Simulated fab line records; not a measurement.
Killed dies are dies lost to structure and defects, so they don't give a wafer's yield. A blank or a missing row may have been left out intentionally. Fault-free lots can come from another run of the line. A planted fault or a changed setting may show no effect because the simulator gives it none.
fab line records -- flow sky130
record: lots: 13, wafers: 39, last_day: 50
route steps=708 shown FIELD_ISO@5 NWELL@63 VT_ADJUST_HVTP@89 VT_ADJUST_HVTR@139 PAD_OPEN@708
lots that met no fault: taken from a fault-free run of the same line
start_h: start of the lot's first displayed wafer, in hours after the record's first day -- wait_h: how many hours have passed since the lot's step before this one -- " identical to the entry in the row above -- L1.1+2: a row that stands for several wafers -- - value missing, or start not given -- * or withheld: withheld -- < > ~ a bound
route shown NAME@n: names a module that has steps shown in the file, with the first one's number in the route -- usual: mean/standard deviation of fault-free wafers -- same: alike in all rows -- chamber/n: place in a boat -- sites: per-site readings -- _std_site: standard deviation across them -- _edge_site: outer sites' mean less inner sites' -- radius_mm: for every site, how far away it sits from the centre of the wafer -- mask NAME#n: copy n -- behind: the last tool/chamber to shape the wafer -- hold: why the lot was held/for how many hours/how that ended -- device: which transistor (n, p or np) failed to switch -- end of line: the same wafers' tests at the end of the route -- a step without rows: its recipe alone -- killed: dies lost to structure and defects at the first sort, not the wafer's yield -- map: per-die view of a wafer (x killed, . not killed, _ where there is no die)
set.NAME: the setting that was run; set.NAME@STEP: the one run at that earlier step -- model.NAME: the simulator's own value behind a step, which no gauge read
steps of the route over a sample of lots; a table a step, a row a wafer
services: a tool's chamber out of use, with start hour (start_h, from the record's first day; less than 0 if before it), hours out, and reason
== steps ==
step: SKY_FIELD_ISO_THK_MEAS_04
recipe: reads: Si3N4_of_FIELD_ISO_CVD_03
usual: FIELD_ISO_CVD_03_THK: 164.5/1.4
lot.wafer,tool,chamber,start_h,wait_h,FIELD_ISO_CVD_03_THK[nm]
L627.1,film_metro-02,-,20.21,0.0,166.1
L627.3,film_metro-02,-,20.21,0.0,165.3
L627.4,film_metro-02,-,20.21,0.0,165.8
L628.3,film_metro-02,-,24.34,0.0,167.1
L628.4,film_metro-02,-,24.34,0.0,168.2
L628.5,film_metro-02,-,24.34,0.0,166.4
L629.4,film_metro-02,-,29.29,0.0,166.4
L629.5,film_metro-02,-,29.29,0.0,165.9
L629.6,film_metro-02,-,29.29,0.0,165.8
L632.2,film_metro-01,-,44.37,0.0,164.6
L632.5,film_metro-01,-,44.37,0.0,164.1
L632.6,film_metro-01,-,44.37,0.0,163.2
L633.2,film_metro-01,-,49.07,0.0,164.5
L633.4,film_metro-01,-,49.07,0.0,166.6
L633.6,film_metro-01,-,49.07,0.0,165.4
L635.3,film_metro-04,-,59.69,0.0,163.5
L635.5,film_metro-04,-,59.69,0.0,163.8
L635.6,film_metro-04,-,59.69,0.0,163.1
L636.1,film_metro-01,-,67.78,0.0,163.9
L636.5,film_metro-01,-,67.78,0.0,163.1
L636.6,film_metro-01,-,67.78,0.0,164.8
L639.1,film_metro-02,-,84.06,0.0,164.5
L639.2,film_metro-02,-,84.06,0.0,162.3
L639.4,film_metro-02,-,84.06,0.0,162.7
L642.3,film_metro-01,-,94.08,0.0,162.9
L642.4,film_metro-01,-,94.08,0.0,162.1
L642.6,film_metro-01,-,94.08,0.0,162.6
L646.3,film_metro-02,-,114.33,0.0,166.3
L646.5,film_metro-02,-,114.33,0.0,165.7
L646.6,film_metro-02,-,114.33,0.0,164.6
L647.2,film_metro-04,-,119.14,0.0,165.2
L647.4,film_metro-04,-,119.14,0.0,164.6
L647.6,film_metro-04,-,119.14,0.0,164.5
L648.1,film_metro-01,-,124.28,0.0,165.2
L648.3,film_metro-01,-,124.28,0.0,165.9
L648.4,film_metro-01,-,124.28,0.0,165.6
L649.1,film_metro-01,-,130.42,0.0,166.3
L649.3,film_metro-01,-,130.42,0.0,163.7
L649.5,film_metro-01,-,130.42,0.0,165.1
step: SKY_NWELL_OVL_MEAS_10
usual: NWELL_00_OVL: -0.2/1.4
lot.wafer,tool,chamber,start_h,wait_h,NWELL_00_OVL[nm]
L627.1,overlay-02,-,91.42,-,0.3
L627.3,overlay-02,-,91.42,-,-3.4
L627.4,overlay-02,-,91.42,-,-2.1
L628.3,overlay-02,-,95.84,-,-1.1
L628.4,overlay-02,-,95.84,-,0.1
L628.5,overlay-02,-,95.84,-,-0.7
L629.4,overlay-02,-,99.89,-,0.0
L629.5,overlay-02,-,99.89,-,0.7
L629.6,overlay-02,-,99.89,-,-1.1
L633.2,overlay-01,-,131.66,-,1.1
L633.4,overlay-01,-,131.66,-,1.7
L633.6,overlay-01,-,131.66,-,0.5
L632.2,overlay-02,-,132.28,-,1.8
L632.5,overlay-02,-,132.28,-,-0.6
L632.6,overlay-02,-,132.28,-,-1.4
L635.3,overlay-02,-,140.07,-,0.2
L635.5,overlay-02,-,140.07,-,-0.6
L635.6,overlay-02,-,140.07,-,-1.2
L636.1,overlay-02,-,145.82,-,-1.0
L636.5,overlay-02,-,145.82,-,-0.8
L636.6,overlay-02,-,145.82,-,-1.9
L639.1,overlay-02,-,168.72,-,-3.5
L639.2,overlay-02,-,168.72,-,0.3
L639.4,overlay-02,-,168.72,-,1.2
L642.3,overlay-01,-,180.82,-,0.6
L642.4,overlay-01,-,180.82,-,1.5
L642.6,overlay-01,-,180.82,-,2.7
L646.3,overlay-02,-,202.22,-,-0.8
L646.5,overlay-02,-,202.22,-,-2.3
L646.6,overlay-02,-,202.22,-,-1.5
L647.2,overlay-02,-,206.76,-,0.5
L647.4,overlay-02,-,206.76,-,-1.0
L647.6,overlay-02,-,206.76,-,0.9
L648.1,overlay-01,-,212.31,-,1.4
L648.3,overlay-01,-,212.31,-,0.5
L648.4,overlay-01,-,212.31,-,0.3
L649.1,overlay-02,-,219.21,-,-0.7
L649.3,overlay-02,-,219.21,-,-0.8
L649.5,overlay-02,-,219.21,-,-2.1
step: SKY_VT_ADJUST_HVTP_EXPOSE_04
recipe: mask_id: HVTPM, na: 0.6, source_shape: conventional, sigma_outer: 0.6, polarization: unpolarized, target_cd_nm: 380, dose_mj: 140
lot.wafer,tool,chamber,start_h,wait_h,mask
L627.1+3+4,iline_stepper-02,0,119.32,-,HVTPM#0
L628.3+4+5,iline_stepper-02,0,124.31,-,HVTPM#0
L629.4+5+6,iline_stepper-02,0,128.51,-,HVTPM#0
L633.2+4+6,iline_stepper-02,0,163.02,-,HVTPM#0
L632.2+5+6,iline_stepper-02,0,163.49,-,HVTPM#0
L635.3+5+6,iline_stepper-02,0,171.49,-,HVTPM#0
L636.1+5+6,iline_stepper-02,0,176.65,-,HVTPM#0
L639.1+2+4,iline_stepper-01,0,201.21,-,HVTPM#0
L642.3+4+6,iline_stepper-01,0,215.17,-,HVTPM#0
L646.3+5+6,iline_stepper-01,0,238.29,-,HVTPM#0
L647.2+4+6,iline_stepper-01,0,240.29,-,HVTPM#0
L648.1+3+4,iline_stepper-01,0,247.07,-,HVTPM#0
L649.1+3+5,iline_stepper-02,0,255.45,-,HVTPM#0
step: SKY_VT_ADJUST_HVTP_CD_MEAS_07
recipe: target_cd_nm: 380
usual: cd_nm: 380.4/2.7
lot.wafer,tool,chamber,start_h,wait_h,hold,cd_nm
L627.1,cd_sem-01,-,128.75,0.1,-,376.5
L627.3,cd_sem-01,-,128.75,0.1,-,378.2
L627.4,cd_sem-01,-,128.75,0.1,-,378.2
L628.3,cd_sem-02,-,133.20,0.1,-,378.4
L628.4,cd_sem-02,-,133.20,0.1,-,380.6
L628.5,cd_sem-02,-,133.20,0.1,-,381.3
L629.4,cd_sem-01,-,136.95,0.2,-,382.3
L629.5,cd_sem-01,-,136.95,0.2,-,381.1
L629.6,cd_sem-01,-,136.95,0.2,-,379.8
L633.2,cd_sem-02,-,172.57,0.1,-,381.6
L633.4,cd_sem-02,-,172.57,0.1,-,380.9
L633.6,cd_sem-02,-,172.57,0.1,-,381.4
L632.2,cd_sem-02,-,172.74,0.1,-,379.4
L632.5,cd_sem-02,-,172.74,0.1,-,379.4
L632.6,cd_sem-02,-,172.74,0.1,-,381.0
L635.3,cd_sem-02,-,181.25,0.1,await_dispo/0.2h/release,382.6
L635.5,cd_sem-02,-,181.25,0.1,await_dispo/0.2h/release,381.4
L635.6,cd_sem-02,-,181.25,0.1,await_dispo/0.2h/release,369.6
L635.3,cd_sem-02,-,181.53,0.3,-,382.0
L635.5,cd_sem-02,-,181.53,0.3,-,381.2
L635.6,cd_sem-02,-,181.53,0.3,-,370.1
L636.1,cd_sem-02,-,187.45,0.1,-,381.2
L636.5,cd_sem-02,-,187.45,0.1,-,378.6
L636.6,cd_sem-02,-,187.45,0.1,-,371.4
L639.1,cd_sem-02,-,212.50,0.1,-,381.8
L639.2,cd_sem-02,-,212.50,0.1,-,379.9
L639.4,cd_sem-02,-,212.50,0.1,-,380.3
L642.3,cd_sem-02,-,225.56,0.1,-,382.2
L642.4,cd_sem-02,-,225.56,0.1,-,383.4
L642.6,cd_sem-02,-,225.56,0.1,-,383.1
L646.3,cd_sem-01,-,249.71,0.1,-,381.5
L646.5,cd_sem-01,-,249.71,0.1,-,382.1
L646.6,cd_sem-01,-,249.71,0.1,-,380.7
L647.2,cd_sem-01,-,251.72,0.1,-,379.5
L647.4,cd_sem-01,-,251.72,0.1,-,379.8
L647.6,cd_sem-01,-,251.72,0.1,-,379.4
L648.1,cd_sem-02,-,259.00,0.1,-,381.6
L648.3,cd_sem-02,-,259.00,0.1,-,380.8
L648.4,cd_sem-02,-,259.00,0.1,-,382.6
L649.1,cd_sem-01,-,266.80,0.1,-,380.9
L649.3,cd_sem-01,-,266.80,0.1,-,382.3
L649.5,cd_sem-01,-,266.80,0.1,-,380.8
step: SKY_VT_ADJUST_HVTR_OVL_MEAS_08
usual: VT_ADJUST_HVTR_OVL: 0.5/1.4
lot.wafer,tool,chamber,start_h,wait_h,VT_ADJUST_HVTR_OVL[nm]
L627.1,overlay-01,-,210.74,0.1,-0.2
L627.3,overlay-01,-,210.74,0.1,-1.1
L627.4,overlay-01,-,210.74,0.1,0.5
L628.3,overlay-02,-,216.04,0.1,-1.1
L628.4,overlay-02,-,216.04,0.1,-0.2
L628.5,overlay-02,-,216.04,0.1,1.5
L629.4,overlay-02,-,220.95,0.1,0.4
L629.5,overlay-02,-,220.95,0.1,-0.3
L629.6,overlay-02,-,220.95,0.1,-1.6
L633.2,overlay-02,-,262.90,0.1,-0.8
L633.4,overlay-02,-,262.90,0.1,0.5
L633.6,overlay-02,-,262.90,0.1,0.3
L632.2,overlay-01,-,263.20,0.1,4.2
L632.5,overlay-01,-,263.20,0.1,2.7
L632.6,overlay-01,-,263.20,0.1,2.2
L635.3,overlay-02,-,271.70,0.1,1.5
L635.5,overlay-02,-,271.70,0.1,-0.8
L635.6,overlay-02,-,271.70,0.1,2.3
L636.1,overlay-02,-,280.43,0.1,-1.1
L636.5,overlay-02,-,280.43,0.1,-1.6
L636.6,overlay-02,-,280.43,0.1,0.3
L639.1,overlay-02,-,307.74,0.1,0.4
L639.2,overlay-02,-,307.74,0.1,-0.1
L639.4,overlay-02,-,307.74,0.1,0.2
L642.3,overlay-01,-,326.74,0.1,-1.1
L642.4,overlay-01,-,326.74,0.1,-1.2
L642.6,overlay-01,-,326.74,0.1,0.5
L646.3,overlay-02,-,355.44,0.1,1.0
L646.5,overlay-02,-,355.44,0.1,-0.4
L646.6,overlay-02,-,355.44,0.1,1.3
L647.2,overlay-02,-,355.73,0.1,1.5
L647.4,overlay-02,-,355.73,0.1,-0.3
L647.6,overlay-02,-,355.73,0.1,0.0
L648.1,overlay-02,-,363.74,0.1,-0.7
L648.3,overlay-02,-,363.74,0.1,-2.0
L648.4,overlay-02,-,363.74,0.1,-1.7
L649.1,overlay-02,-,374.18,0.1,-0.8
L649.3,overlay-02,-,374.18,0.1,-0.3
L649.5,overlay-02,-,374.18,0.1,0.0
step: SKY_PAD_OPEN_PROBE_99
usual: killed_at_M0_to_M3: 42/7.1, killed_at_M4_up: 3.3/1.9, killed_at_contacts: 24/5, killed_at_front_end: 15/4.7, killed_at_other: 0.3/0.61, killed_dies: 86/9.6, killed_on_rim: 17/3.8, killed_open: 47/7.5, killed_short: 38/6.6
same: gross_dies: 492, killed_at_back_side: 0
lot.wafer,tool,chamber,start_h,wait_h,killed_at_M0_to_M3,killed_at_M4_up,killed_at_contacts,killed_at_front_end,killed_at_other,killed_dies,killed_on_rim,killed_open,killed_short
L629.4,prober-01,-,1088.98,0.2,39,5,22,21,1,88,15,45,42
L629.5,prober-01,-,1089.03,0.2,26,4,26,13,0,69,18,38,31
L629.6,prober-01,-,1089.08,0.2,35,1,25,21,0,82,15,47,35
L639.1,prober-01,-,1157.05,0.1,38,7,14,15,0,74,16,47,25
L639.2,prober-01,-,1157.10,0.1,37,3,18,15,0,73,17,38,34
L642.3,prober-01,-,1174.37,0.2,53,3,29,16,1,102,21,54,47
L642.4,prober-01,-,1174.42,0.2,40,1,22,15,1,79,13,45,34
L642.6,prober-01,-,1174.52,0.2,49,6,23,25,0,103,18,50,53
L646.3,prober-02,-,1184.52,0.2,40,1,22,12,0,75,10,45,30
L646.5,prober-02,-,1184.62,0.2,36,2,20,18,0,76,17,36,37
L646.6,prober-02,-,1184.67,0.2,39,3,18,7,0,67,8,39,27
L647.4,prober-01,-,1187.23,0.2,47,5,24,8,0,84,19,45,39
killed by level:class
L629.4 VIA1:geometric_particle:open=10 FIELD_ISO:geometric_particle:open=7 CONTACT:geometric_particle:open=7 VIA2:geometric_particle:open=7 METAL1:geometric_particle:short=6 METAL2:geometric_particle:short=6 LI_CONTACT:geometric_particle:open=5 FIELD_ISO:geometric_particle:short=4
L629.5 CONTACT:geometric_particle:open=12 LI_CONTACT:geometric_particle:open=7 VIA1:geometric_particle:open=6 VIA3:geometric_particle:open=5 CONTACT:geometric_particle:short=4 METAL3:geometric_particle:short=4 FIELD_ISO:geometric_particle:short=3 POLY_GATE:geometric_particle:short=3
L629.6 VIA1:geometric_particle:open=9 CONTACT:geometric_particle:open=8 LI_CONTACT:geometric_particle:open=7 VIA3:geometric_particle:open=7 FIELD_ISO:geometric_particle:open=5 LOCAL_INTERCONNECT:geometric_particle:short=5 VIA2:geometric_particle:open=5 POLY_GATE:geometric_particle:short=4
L639.1 VIA1:geometric_particle:open=13 VIA2:geometric_particle:open=9 LI_CONTACT:geometric_particle:open=7 FIELD_ISO:geometric_particle:short=5 FIELD_ISO:geometric_particle:open=4 POLY_GATE:geometric_particle:open=4 METAL4:geometric_particle:short=3 CONTACT:geometric_particle:short=3
L639.2 METAL1:geometric_particle:short=9 LI_CONTACT:geometric_particle:open=8 VIA1:geometric_particle:open=8 VIA2:geometric_particle:open=7 CONTACT:geometric_particle:open=5 FIELD_ISO:geometric_particle:short=4 POLY_GATE:geometric_particle:open=4 FIELD_ISO:geometric_particle:open=3
L642.3 VIA3:geometric_particle:open=10 CONTACT:geometric_particle:open=10 VIA1:geometric_particle:open=9 VIA1:geometric_particle:short=7 METAL2:geometric_particle:short=7 FIELD_ISO:geometric_particle:short=6 LOCAL_INTERCONNECT:geometric_particle:short=6 LI_CONTACT:geometric_particle:open=6
L642.4 VIA1:geometric_particle:open=10 CONTACT:geometric_particle:open=8 VIA1:geometric_particle:short=6 POLY_GATE:geometric_particle:open=5 LI_CONTACT:geometric_particle:open=5 VIA3:geometric_particle:open=5 VIA2:geometric_particle:open=5 FIELD_ISO:geometric_particle:short=4
L642.6 FIELD_ISO:geometric_particle:short=9 METAL1:geometric_particle:short=8 VIA3:geometric_particle:open=7 CONTACT:geometric_particle:open=7 VIA2:geometric_particle:open=7 CONTACT:geometric_particle:short=6 METAL2:geometric_particle:short=6 POLY_GATE:geometric_particle:open=5
L646.3 VIA3:geometric_particle:open=9 LI_CONTACT:geometric_particle:open=7 FIELD_ISO:geometric_particle:open=6 VIA2:geometric_particle:open=6 VIA1:geometric_particle:open=6 CONTACT:geometric_particle:open=5 METAL1:geometric_particle:short=5 METAL3:geometric_particle:short=5
L646.5 METAL2:geometric_particle:short=7 LI_CONTACT:geometric_particle:open=7 CONTACT:geometric_particle:open=7 VIA1:geometric_particle:short=7 FIELD_ISO:geometric_particle:short=5 VIA3:geometric_particle:open=5 POLY_GATE:geometric_particle:short=4 VIA1:geometric_particle:open=4
L646.6 CONTACT:geometric_particle:open=7 VIA2:geometric_particle:open=7 VIA3:geometric_particle:open=6 VIA1:geometric_particle:open=6 METAL1:geometric_particle:short=5 LI_CONTACT:geometric_particle:open=5 LOCAL_INTERCONNECT:geometric_particle:short=3 VIA3:geometric_particle:short=3
L647.4 VIA1:geometric_particle:open=11 VIA2:geometric_particle:open=11 CONTACT:geometric_particle:open=9 METAL1:geometric_particle:short=6 VIA3:geometric_particle:open=6 METAL4:geometric_particle:short=5 CONTACT:geometric_particle:short=5 VIA2:geometric_particle:short=5
== services ==
tool,chamber,start_h,hours,kind
iline_stepper-01,-,106.98,1.7,pm
iline_stepper-01,0,139.57,-,calibration
iline_stepper-02,-,139.89,2.1,pm
iline_stepper-02,-,141.97,-,consumable_replace:lamp
iline_stepper-02,-,144.69,3.6,repair
iline_stepper-01,-,174.08,9.9,repair
iline_stepper-02,-,239.00,1.7,pm
iline_stepper-01,-,243.43,2.1,pm
iline_stepper-01,-,245.51,-,consumable_replace:lamp
== key ==
first_sign: step: SKY_VT_ADJUST_HVTP_CD_MEAS_07, reading: visit, direction: added
effect: step: SKY_VT_ADJUST_HVTP_CD_MEAS_07, reading: cd_nm, direction: down, sigmas: 3.7, usual: 380.4, struck: 370.5
met_at SKY_VT_ADJUST_HVTP_EXPOSE_04
struck_lots L635,L636
struck_wafers L635.6,L636.6
tester_left_out L635,L636
not_acting_at SKY_FIELD_ISO_THK_MEAS_04,SKY_NWELL_OVL_MEAS_10,SKY_VT_ADJUST_HVTR_OVL_MEAS_08
onset_between 163.49 171.49
fault: kind: process_parameter_drift, tool: iline_stepper-02, chamber: -, onset_h: 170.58, steps: SKY_VT_ADJUST_HVTP_EXPOSE_04, channel: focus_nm, offset: 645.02, shape: step, end_h: 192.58, scope: struck_wafers_only
tester_left_out: of these lots the tester's yield and bins aren't shown, on N5 and GAA mostly nor the transistor test; their killed dies are dies lost to structure and defects alone, not to doping, threshold or leakage, so they don't give the yield
